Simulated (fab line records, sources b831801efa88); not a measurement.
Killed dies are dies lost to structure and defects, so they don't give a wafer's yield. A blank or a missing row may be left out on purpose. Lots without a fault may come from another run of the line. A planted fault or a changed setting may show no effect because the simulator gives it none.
fab line records | flow sky130
record lots=5 wafers=15 last_day=50
route steps=708 shown POLY_GATE@218 PAD_OPEN@708
lots that met no fault: from a run of the same line without faults
start_h: hours from the record's first day to the start of the lot's first wafer shown | wait_h: hours since the lot's step before | " the same as in the row above | L1.1+2: a row that stands for several wafers | - no value, or no start given | * or withheld: withheld | < > ~ a bound
route shown NAME@n: a module of which the file shows steps, and the number in the route of the first | usual: mean/standard deviation of fault-free wafers | same: alike in all rows | chamber/n: place in a boat | sites: the reading at each site | _std_site: their standard deviation | _edge_site: outer sites' mean less inner sites' | radius_mm: how far each site lies from the wafer's centre | mask NAME#n: copy n | behind: the tool/chamber that last shaped the wafer | hold: why the lot was held/for how many hours/how that ended | device: the transistor (n, p or np) that didn't switch | end of line: the same wafers' tests at the end of the route | a step without rows: its recipe alone | killed: dies lost to structure and defects at the first sort, not the wafer's yield | map: a wafer's dies, x killed, . not, _ none there
set.NAME: the setting as run; set.NAME@STEP: as run at that earlier step | model.NAME: the simulator's own value behind a step, which no gauge read
lots at some steps of the route; a table a step, a row a wafer
services: from which hour (start_h, from the record's first day; less than 0 if before it) a tool's chamber was out of use, for how many hours, and why
## steps
# step SKY_POLY_GATE_THK_MEAS_04
# recipe reads=Si3N4_of_POLY_GATE_CVD_03
# usual POLY_GATE_CVD_03_THK=74.9/0.62
# columns lot.wafer tool chamber start_h wait_h POLY_GATE_CVD_03_THK[nm]
L317.2 film_metro-04 - 375.00 0.0 74.4
L317.4 " - " " 74.5
L317.5 " - " " 74.9
L320.2 film_metro-02 - 404.93 0.0 74.4
L320.3 " - " " 75.0
L320.6 " - " " 74.6
L329.1 film_metro-02 - 491.16 0.0 75.2
L329.4 " - " " 74.5
L329.6 " - " " 74.8
L330.1 film_metro-02 - 492.52 0.0 74.8
L330.3 " - " " 74.8
L330.5 " - " " 74.1
L333.2 film_metro-04 - 529.53 0.0 73.0
L333.3 " - " " 73.4
L333.6 " - " " 73.6
# step SKY_POLY_GATE_DEHYDRATE_05
# recipe temp_c=200 time_s=60
# step SKY_POLY_GATE_HMDS_06
# recipe prime_time_s=60 prime_temp_c=120
# step SKY_POLY_GATE_COAT_07
# recipe resist=BARC temp_c=withheld time_s=withheld spin_rpm=3000 resist_thk_nm=110
# step SKY_POLY_GATE_COAT_08
# recipe resist=KrF-thick spin_rpm=3000 resist_thk_nm=450
# step SKY_POLY_GATE_SOFTBAKE_09
# recipe temp_c=100 time_s=90 resist=KrF-thick
# step SKY_POLY_GATE_EXPOSE_10
# recipe mask_id=P1M na=0.68 source_shape=conventional sigma_outer=0.6 target_cd_nm=150 dose_mj=28
# step SKY_POLY_GATE_PEB_11
# recipe peb_temp_c=withheld peb_time_s=withheld resist=KrF-thick
# step SKY_POLY_GATE_DEVELOP_12
# recipe develop_time_s=60 resist=KrF-thick dev_temp_c=21
# step SKY_POLY_GATE_CD_MEAS_13
# recipe target_cd_nm=150
# usual cd_nm=150.2/1.4
# columns lot.wafer tool chamber start_h wait_h cd_nm
L317.2 cd_sem-02 - 403.23 - 151.0
L317.4 " - " " 151.7
L317.5 " - " " 152.1
L320.2 cd_sem-01 - 434.73 - 151.5
L320.3 " - " " 150.7
L320.6 " - " " 150.3
L329.1 cd_sem-02 - 521.56 - 148.9
L329.4 " - " " 147.8
L329.6 " - " " 150.4
L330.1 cd_sem-02 - 522.70 - 149.2
L330.3 " - " " 149.6
L330.5 " - " " 148.6
L333.2 cd_sem-01 - 559.47 - 148.9
L333.3 " - " " 147.6
L333.6 " - " " 147.7
# step SKY_POLY_GATE_OVL_MEAS_14
# usual POLY_GATE_OVL=-3/5.8
# columns lot.wafer tool chamber start_h wait_h POLY_GATE_OVL[nm]
L317.2 overlay-02 - 403.33 0.1 -1
L317.4 " - " " -9
L317.5 " - " " -3
L320.2 overlay-01 - 434.83 0.1 -2
L320.3 " - " " -3
L320.6 " - " " -2
L329.1 overlay-02 - 521.68 0.1 -7
L329.4 " - " " -9
L329.6 " - " " -6
L330.1 overlay-02 - 522.82 0.1 -3
L330.3 " - " " -3
L330.5 " - " " -1
L333.2 overlay-02 - 559.57 0.1 -6
L333.3 " - " " -4
L333.6 " - " " -12
# step SKY_POLY_GATE_ETCH_15
# recipe chemistry=N2/H2 target=BARC ion_energy_ev=200 source_w=500 bias_w=100 pressure_mtorr=30 n2_flow_sccm=100 h2_flow_sccm=200 stop_on=SiO2 time_s=118.5 target_depth_a=1100
# usual chamber_pressure_mTorr=29.999/0.027 drypump_motor_current_A=5.7/0.42 h2_flow_sccm=200.1/0.64 oes_product_au=0.716/0.0045 throttle_valve_pct=13.213/0.0093
# columns lot.wafer tool chamber start_h wait_h chamber_pressure_mTorr drypump_motor_current_A h2_flow_sccm oes_product_au rf_hours_counter_h throttle_valve_pct
L317.2 rie_diel-04 3 403.36 0.0 30.026 5.8 199.6 0.721 66 13.211
L317.4 " 0 " " 29.962 5.5 200.5 0.716 67 13.208
L317.5 " 0 " " 29.969 5.5 199.9 0.710 - 13.197
L320.2 rie_diel-02 1 434.86 0.0 30.010 5.8 200.6 0.718 34 13.214
L320.3 " 3 " " 30.033 6.3 200.1 0.723 44 13.219
L320.6 " 2 " " 29.972 6.0 200.5 0.713 - 13.209
L329.1 rie_diel-02 2 521.71 0.0 29.987 6.0 199.1 0.718 65 13.209
L329.4 " 0 " " 30.005 4.8 200.2 0.721 6 13.184
L329.6 " 2 " " 30.007 6.0 199.3 0.713 - 13.218
L330.1 rie_diel-04 0 522.85 0.0 29.988 5.6 199.9 0.715 70 13.216
L330.3 " 1 " " 29.988 5.7 200.2 0.715 8 13.208
L330.5 " 2 " " 30.010 6.0 200.2 0.717 - 13.206
L333.2 rie_diel-02 3 559.60 0.0 30.008 6.3 199.5 0.717 46 13.204
L333.3 " 0 " " 30.001 4.8 200.9 0.714 6 13.209
L333.6 " 2 " " 29.984 6.1 199.6 0.720 - 13.218
# step SKY_POLY_GATE_ETCH_16
# recipe stop_on=poly-Si chemistry=CH3F/O2 target=Si3N4 source_w=400 bias_w=80 pressure_mtorr=25 ch3f_flow_sccm=40 O2_flow_sccm=30 time_s=147.5 target_depth_a=750
# usual chamber_pressure_mTorr=24.999/0.025 drypump_motor_current_A=5.7/0.42 oes_product_au=0.641/0.0048 throttle_valve_pct=10.535/0.0094
# columns lot.wafer tool chamber start_h wait_h chamber_pressure_mTorr drypump_motor_current_A oes_product_au rf_hours_counter_h throttle_valve_pct model.KrF-thick_of_POLY_GATE_COAT_08.thk_nm
L317.2 rie_diel-04 3 403.45 0.0 25.011 5.8 0.646 66 10.523 236
L317.4 " 0 " " 25.000 5.5 0.647 67 10.532 229.5
L317.5 " 0 " " 24.956 5.5 0.638 - 10.543 227.2
L320.2 rie_diel-02 1 434.94 0.0 25.039 5.9 0.630 34 10.540 268.6
L320.3 " 3 " " 24.998 6.3 0.639 44 10.535 233.5
L320.6 " 2 " " 24.994 6.0 0.645 - 10.530 237.2
L329.1 rie_diel-02 2 521.79 0.0 25.003 6.0 0.644 65 10.558 239.2
L329.4 " 0 " " 24.998 4.8 0.637 6 10.523 237.6
L329.6 " 2 " " 24.975 6.0 0.635 - 10.547 240
L330.1 rie_diel-04 0 522.94 0.0 25.002 5.5 0.640 70 10.530 228.9
L330.3 " 1 " " 24.996 5.7 0.640 9 10.542 234.9
L330.5 " 2 " " 24.990 6.0 0.636 - 10.535 245.9
L333.2 rie_diel-02 3 559.69 0.0 24.962 6.3 0.633 46 10.544 235.9
L333.3 " 0 " " 25.008 4.8 0.639 6 10.518 239.2
L333.6 " 2 " " 25.033 6.0 0.629 - 10.535 238.4
# step SKY_POLY_GATE_ETCH_17
# recipe target_depth_nm=180 stop_on=SiO2 over_etch_frac=0.56667 chemistry=HBr/Cl2 target=poly-Si icp_w=400 bias_w=100 pressure_mtorr=10 HBr_flow_sccm=150 Cl2_flow_sccm=50 time_s=70.5
# usual chamber_pressure_mTorr=10.000/0.0089 drypump_motor_current_A=6.0/0.3 oes_product_au=0.992/0.0095 throttle_valve_pct=33.684/0.0092
# columns lot.wafer tool chamber start_h wait_h chamber_pressure_mTorr drypump_motor_current_A oes_product_au rf_hours_counter_h throttle_valve_pct model.KrF-thick_of_POLY_GATE_COAT_08.thk_nm
L317.2 rie_si-02 2 403.54 0.0 9.985 6.6 1.003 2.2 33.689 140.6
L317.4 " 3 " " 10.018 5.5 0.996 5.5 33.680 133.1
L317.5 " 2 " " 10.003 6.6 0.989 - 33.680 132.3
L320.2 rie_si-01 3 435.04 0.0 10.003 5.8 0.994 2.6 33.689 169.9
L320.3 " 1 " " 9.987 6.2 0.987 2.2 33.678 135.6
L320.6 " 3 " " 10.004 5.7 0.990 - 33.679 138.5
L329.1 rie_si-01 1 521.89 0.0 9.998 6.1 0.995 2.7 33.689 144.2
L329.4 " 3 " " 9.986 5.7 0.993 3.0 33.680 140.3
L329.6 " 0 " " 10.011 5.9 0.996 - 33.686 141
L330.1 rie_si-01 1 523.04 0.0 9.999 6.1 0.996 2.8 33.700 132.9
L330.3 " 3 " " 9.997 5.8 1.012 3.0 33.679 137.1
L330.5 " 1 " " 9.988 6.1 0.998 - 33.686 149.4
L333.2 rie_si-02 0 559.79 0.0 9.989 6.4 0.971 2.7 33.676 144.3
L333.3 " 2 " " 10.004 6.6 0.987 3.0 33.687 145.8
L333.6 " 1 " " 9.984 6.1 0.998 - 33.697 142.2
# step SKY_POLY_GATE_STRIP_18
# recipe chemistry=O2/N2 power_w=1400 pressure_mtorr=1500 platen_temp_c=withheld o2_flow_sccm=3000 n2_flow_sccm=300 overash_fraction=0.5
# usual chamber_pressure_mTorr=1499.9/1.4 drypump_motor_current_A=5.6/0.46 oes_product_au=0.360/0.0051 strip_time_to_endpoint_s=3.16/0.051
# columns lot.wafer tool chamber start_h wait_h chamber_pressure_mTorr drypump_motor_current_A oes_product_au rf_hours_counter_h strip_time_to_endpoint_s
L317.2 plasma_asher-03 0 403.60 0.0 1499.8 5.3 0.363 66 3.17
L317.4 " 1 " " 1497.6 5.3 0.359 - 3.08
L317.5 " 1 " " 1501.5 5.2 0.361 - 3.07
L320.2 plasma_asher-03 0 435.10 0.0 1499.4 5.3 0.366 69 3.48
L320.3 " 0 " " 1500.2 5.3 0.359 - 3.12
L320.6 " 1 " " 1498.3 5.3 0.350 - 3.15
L329.1 plasma_asher-03 0 521.95 0.0 1501.3 5.3 0.358 77 3.22
L329.4 " 0 " " 1498.6 5.3 0.359 - 3.18
L329.6 " 0 " " 1499.2 5.3 0.363 - 3.18
L330.1 plasma_asher-01 0 523.09 0.0 1501.3 6.1 0.360 9 3.09
L330.3 " 1 " " 1500.3 5.7 0.355 - 3.14
L330.5 " 1 " " 1499.3 5.7 0.352 - 3.25
L333.2 plasma_asher-04 1 559.84 0.0 1501.3 5.5 0.358 44 3.22
L333.3 " 0 " " 1501.3 6.6 0.360 - 3.23
L333.6 " 0 " " 1500.1 6.6 0.369 - 3.18
# step SKY_POLY_GATE_CLEAN_19
# recipe chemistry=SC1/SC2 mix=1:4:20 temp_c=70 time_s=150 dry=n2_spin
# step SKY_PAD_OPEN_PROBE_99
# usual killed_at_M0_to_M3=43/6.7 killed_at_M4_up=3.1/1.9 killed_at_contacts=25/5 killed_at_front_end=15/4 killed_at_other=0.4/0.69 killed_dies=87/9.2 killed_open=46/7.1 killed_short=40/6.8
# same gross_dies=492 killed_at_back_side=0
# columns lot.wafer tool chamber start_h wait_h killed_at_M0_to_M3 killed_at_M4_up killed_at_contacts killed_at_front_end killed_at_other killed_dies killed_open killed_short
L333.2 prober-01 - 1195.88 0.1 36 5 26 13 0 80 38 42
L333.3 prober-01 - 1195.93 0.2 39 3 30 17 0 89 43 46
L333.6 prober-01 - 1196.08 0.2 48 7 31 9 0 95 44 51
# killed by level:class
L333.2 CONTACT:geometric_particle:open=8 LOCAL_INTERCONNECT:geometric_particle:short=7 VIA1:geometric_particle:open=7 LI_CONTACT:geometric_particle:open=6 POLY_GATE:geometric_particle:open=5 VIA1:geometric_particle:short=5 VIA3:geometric_particle:short=5 METAL1:geometric_particle:short=4
L333.3 CONTACT:geometric_particle:open=12 VIA1:geometric_particle:open=11 LOCAL_INTERCONNECT:geometric_particle:short=8 METAL2:geometric_particle:short=8 POLY_GATE:geometric_particle:short=6 METAL1:geometric_particle:short=5 POLY_GATE:geometric_particle:open=4 CONTACT:geometric_particle:short=4
L333.6 VIA1:geometric_particle:open=13 CONTACT:geometric_particle:open=9 METAL1:geometric_particle:short=9 CONTACT:geometric_particle:short=8 FIELD_ISO:geometric_particle:short=6 LI_CONTACT:geometric_particle:open=6 METAL2:geometric_particle:short=5 METAL4:geometric_particle:short=5
## services
# columns tool chamber start_h hours kind
rie_si-02 3 382.66 5.0 repair
plasma_asher-01 - 386.79 1.9 repair
plasma_asher-04 - 413.81 3.0 repair
rie_si-02 - 416.07 0.1 repair
plasma_asher-01 - 421.25 9.0 pm
plasma_asher-01 0 421.25 9.0 vent_cycle
plasma_asher-01 1 421.25 9.0 vent_cycle
plasma_asher-01 0 430.25 - clean
plasma_asher-01 1 430.25 - clean
plasma_asher-03 - 431.69 1.5 repair
rie_diel-02 1 451.32 5.1 repair
plasma_asher-03 - 459.36 1.6 repair
plasma_asher-03 - 460.97 4.3 pm
rie_si-01 0 471.96 6.6 repair
rie_diel-02 3 498.20 11.0 repair
rie_si-02 - 510.73 15.6 pm
rie_diel-04 - 512.58 0.4 repair
plasma_asher-04 - 530.70 0.7 repair
## key
first_sign step=SKY_POLY_GATE_STRIP_18 reading=strip_time_to_endpoint_s direction=up sigmas=6.3 usual=* struck=*
effect none on later readings
model_effect step=SKY_POLY_GATE_ETCH_16 value=KrF-thick_of_POLY_GATE_COAT_08.thk_nm without=234.9 struck=268.6
model_effect step=SKY_POLY_GATE_ETCH_17 value=KrF-thick_of_POLY_GATE_COAT_08.thk_nm without=136.3 struck=169.9
met_at SKY_POLY_GATE_ETCH_16
struck_wafers L320.2
tester_left_out L320
fault kind=process_parameter_drift tool=rie_diel-02 chamber=1 onset_h=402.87 steps=SKY_POLY_GATE_ETCH_16 channel=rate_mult offset=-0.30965 shape=step end_h=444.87
# tester_left_out: of these lots the tester's yield and bins aren't shown, on N5 and GAA mostly nor the transistor test; their killed dies are dies lost to structure and defects alone, not to doping, threshold or leakage, so they don't give the yield
